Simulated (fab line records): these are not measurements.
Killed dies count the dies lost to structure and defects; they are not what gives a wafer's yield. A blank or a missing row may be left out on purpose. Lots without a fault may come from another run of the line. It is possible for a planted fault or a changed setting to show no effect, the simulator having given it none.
Matching of chambers / flow sky130 / 4 sister chambers for SKY_FIELD_ISO_CMP_27 on cmp-01
The step polishes, stops on Si3N4, t overpolish 16 s, target thk 457.8 nm. 4 wafers are shown with their chamber, then 8 later ones without.

WAFERS PAIRED WITH THEIR CHAMBERS
wafer=L106.2; chamber=2; motorCurrentA (A)=12.6
wafer=L110.1; chamber=3; motorCurrentA (A)=12.6
wafer=L110.4; chamber=0; motorCurrentA (A)=10.8
wafer=L111.2; chamber=1; motorCurrentA (A)=11.6

WAFERS WITHOUT THEIR CHAMBER
wafer=L111.3; motorCurrentA (A)=11.8
wafer=L111.4; motorCurrentA (A)=13.4
wafer=L117.2; motorCurrentA (A)=12.4
wafer=L117.4; motorCurrentA (A)=10.4
wafer=L117.6; motorCurrentA (A)=12.2
wafer=L119.1; motorCurrentA (A)=10.7
wafer=L119.5; motorCurrentA (A)=12.8
wafer=L119.6; motorCurrentA (A)=10.8

WHICH CHAMBER EACH ONE RAN IN
wafer=L111.3; from the rows above=can't be placed: 1 or 2 or 3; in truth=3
wafer=L111.4; from the rows above=can't be placed: 2 or 3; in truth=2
wafer=L117.2; from the rows above=can't be placed: 2 or 3 or 1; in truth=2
wafer=L117.4; from the rows above=0; in truth=0
wafer=L117.6; from the rows above=can't be placed: 2 or 3 or 1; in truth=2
wafer=L119.1; from the rows above=0; in truth=0
wafer=L119.5; from the rows above=can't be placed: 2 or 3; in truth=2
wafer=L119.6; from the rows above=0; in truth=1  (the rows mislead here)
Correctly placed: 2 of 8. Can't be placed from these rows: 5 (the true chamber is among the candidates in 5). Wrongly placed: 1.
How it was worked out, from the rows above alone: a wafer's distance from a chamber is the root of the sum, over the readings, of the square of ((its reading less the chamber's mean) divided by the reading's scatter). The wafer belongs to the nearest chamber; if the next one is less than 2 further off, it can't be placed. For every chamber, the mean is computed from those of its wafers that are shown. The scatter: root of mean squared gap, hidden wafer to nearest shown wafer, with one shown wafer a chamber.
